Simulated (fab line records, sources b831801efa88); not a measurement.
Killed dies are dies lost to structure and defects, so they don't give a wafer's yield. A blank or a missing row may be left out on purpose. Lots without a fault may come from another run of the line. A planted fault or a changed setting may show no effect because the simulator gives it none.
Chamber matching | flow sfq_line | SFQ_TRILAYER_I1_CMP_CMP_046 on cmp-02: 4 sister chambers
The step polishes SiO2. 14 wafers are shown with their chamber, then 6 later ones without.

WAFERS WITH THEIR CHAMBER
wafer  | chamber | motor_current_A (A) | time_to_endpoint_s (s) | retaining_ring_pressure_frac
L611.3 | 3       | 10.7                | 210                    | 0.999
L611.5 | 0       | 9.7                 | 208                    | 1.002
L611.6 | 1       | 10.1                | 208                    | 0.999
L613.3 | 2       | 9.9                 | 198                    | 1.005
L613.1 | 0       | 9.9                 | 204                    | 0.995
L613.6 | 1       | 10.8                | 210                    | 1.003
L615.3 | 3       | 11.5                | 208                    | 1.005
L616.4 | 0       | 9.8                 | 211                    | 1.008
L623.3 | 3       | 11.1                | 215                    | 0.997
L623.4 | 2       | 9.7                 | 211                    | 1.000
L623.5 | 3       | 10.5                | 218                    | 1.004
L626.1 | 1       | 10.4                | 212                    | 1.003
L626.5 | 0       | 10.6                | 215                    | 1.000
L626.6 | 3       | 11.1                | 220                    | 0.999

SIGNATURES (means of the wafers above)
reading                      | chamber 0 | chamber 1 | chamber 2 | chamber 3 | scatter within a chamber
motor_current_A              | 10.000    | 10.433    | 9.800     | 10.980    | 0.371
time_to_endpoint_s           | 209.50    | 210.00    | 204.50    | 214.20    | 5.12
retaining_ring_pressure_frac | 1.00125   | 1.00167   | 1.00250   | 1.00080   | 0.00398
Rule: a wafer's distance from a chamber is the root of the sum, over the readings, of the square of ((its reading less the chamber's mean) divided by the reading's scatter). The wafer belongs to the nearest chamber; if the next one is less than 2 further off, it can't be placed. The scatter: the root of (the sum of the squares of (reading less its chamber's mean) over the shown wafers, divided by (wafers less chambers)).

WAFERS WITHOUT THEIR CHAMBER
wafer  | motor_current_A (A) | time_to_endpoint_s (s) | retaining_ring_pressure_frac
L627.1 | 10.2                | 213                    | 0.993
L627.4 | 10.0                | 223                    | 1.004
L627.6 | 10.2                | 216                    | 0.998
L629.2 | 10.0                | 221                    | 0.996
L629.4 | 10.3                | 220                    | 0.997
L629.5 | 11.0                | 223                    | 1.003

WHICH CHAMBER EACH WENT THROUGH
wafer  | from the rows above               | in truth
L627.1 | can't be placed: 0 or 1 or 3 or 2 | 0
L627.4 | can't be placed: 0 or 1 or 3 or 2 | 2
L627.6 | can't be placed: 0 or 1 or 3 or 2 | 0
L629.2 | can't be placed: 0 or 1 or 3 or 2 | 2
L629.4 | can't be placed: 1 or 3 or 0 or 2 | 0
L629.5 | can't be placed: 3 or 1 or 0      | 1
Placed correctly: 0 of 6. Can't be placed from these rows: 6 (the true chamber is among the candidates in 6). Placed wrongly: 0.
